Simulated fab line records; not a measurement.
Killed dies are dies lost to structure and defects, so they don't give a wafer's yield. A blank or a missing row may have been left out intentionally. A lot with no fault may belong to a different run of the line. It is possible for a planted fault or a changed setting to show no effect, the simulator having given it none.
Comparing a struck lot with a sound one :: flow sky130 :: 19 steps out of a route of 708
Sound: these wafers, L198.2, L198.4, L198.6. Wafers L206.1, L206.4, L206.6 were the ones struck. The cause is named last.
At each step with rows: each side's tool, then ch and its chambers, then its first start. Under that, the readings that differ: sound wafers :: struck wafers :: difference of the means :: sigmas: that difference in standard deviations of wafers without a fault.
alike: words and numbers the same on both sides, and readings whose means are apart by under 2 such deviations; not compared: readings that were withheld, readings missing a value for some wafer, numbers with overlapping values and no deviation given by the record, and bounds like >300 which may hide the same value.
A row with sigmas, a row that says differs or no value, or rows on one side alone: a step with any of these is where the two part. Non-overlapping numbers with no deviation appear without sigmas and do not part them. Lack of a reading on every wafer of one side parts them only where that side has two or more wafers.

first, 3 steps without rows for these wafers: SKY_POLY_CUT_EXPOSE_05 (exposes mask NPCM, target cd 270 nm); SKY_POLY_CUT_PEB_06; SKY_POLY_CUT_DEVELOP_07 (develop time 60 s).
SKY_POLY_CUT_CD_MEAS_08: the cd target is 270 nm.
  sound on cdSem-01 at day 26 10:11; struck on cdSem-01 at day 28 21:07
  alike: cdNm
SKY_POLY_CUT_OVL_MEAS_09:
  sound on overlay-01 at day 26 10:17; struck on overlay-01 at day 28 21:14
  alike: POLY_CUT_OVL
SKY_POLY_CUT_ETCH_10: etches BARC in N2/H2, stops on SiO2, time 45.9 s, target depth 60 nm.
  sound on rieDiel-03 ch 0,2,3, day 26 10:19; struck on rieDiel-03 ch 0,1,2, day 28 21:16
  alike: chamberPressureMTorr, drypumpMotorCurrentA, n2FlowSccm, oesProductAu, throttleValvePct
  not compared: rfHoursCounterH
SKY_POLY_CUT_ETCH_11: etches Si3N4 in CF4/CH2F2/Ar, stops on poly-Si, time 42.5 s, target depth 60 nm.
  sound on rieDiel-03 ch 0,2,3, day 26 10:22; struck on rieDiel-03 ch 0,1,2, day 28 21:19
  alike: chamberPressureMTorr, drypumpMotorCurrentA, oesProductAu, throttleValvePct
  not compared: rfHoursCounterH
SKY_POLY_CUT_STRIP_12: strips in O2/N2.
  sound on plasmaAsher-04 ch 0,1, day 26 10:24; struck on plasmaAsher-03 ch 0,1, day 28 21:21
  alike: chamberPressureMTorr, drypumpMotorCurrentA, n2FlowSccm, oesProductAu, stripTimeToEndpointS
  not compared: rfHoursCounterH
then, 4 steps without rows for these wafers: SKY_SD_P_DEHYDRATE_00 (time 60 s); SKY_SD_P_HMDS_01 (prime time 60 s); SKY_SD_P_COAT_02 (resist thk 1140 nm); SKY_SD_P_SOFTBAKE_03 (time 60 s).
SKY_SD_P_EXPOSE_04: exposes mask PSDM, target cd 380 nm.
  sound on ilineStepper-01 ch 0, day 27 00:03; struck on ilineStepper-02 ch 0, day 29 11:36
reading: model.SD_P.overlayXNm (nm)
sound: -0.4132 -0.4132 -0.4132
struck: 70.75 70.75 70.75
difference: +71.16
sigmas: 
  alike: mask
then, 2 steps without rows for these wafers: SKY_SD_P_PEB_05; SKY_SD_P_DEVELOP_06 (develop time 60 s).
SKY_SD_P_CD_MEAS_07: the cd target is 380 nm.
  sound on cdSem-01 at day 27 14:13; struck on cdSem-01 at day 30 01:23
  alike: cdNm
SKY_SD_P_OVL_MEAS_08:
  sound on overlay-01 at day 27 14:20; struck on overlay-02 at day 30 01:30
reading: SD_P_OVL (nm)
sound: 0.6 1.8 0.5
struck: 67.7 67.5 68.6
difference: +67.0
sigmas: +42
following that, these wafers have no rows for 1 step: SKY_SD_P_IMPLANT_09.
-- record jumps: 19 days separate the struck wafers' starts on either side; left off in module SD_P, taken up again in module PAD_OPEN, whose first shown step is the route's number 708 --
SKY_PAD_OPEN_PROBE_99:
  sound on prober-01 at day 47 06:29; struck on prober-01 at day 48 21:49
reading: killedOpen
sound: 33 37 33
struck: 58 55 55
difference: +22
sigmas: +3
  alike: killed_at_M0_to_M3, killed_at_M4_up, killedAtContacts, killedAtFrontEnd, killedAtOther, killedDies, killedShort

WHERE THEY PART
Earliest at SKY_SD_P_OVL_MEAS_08; latest, in this record, at SKY_PAD_OPEN_PROBE_99.

WHY: what had been put in by the simulator
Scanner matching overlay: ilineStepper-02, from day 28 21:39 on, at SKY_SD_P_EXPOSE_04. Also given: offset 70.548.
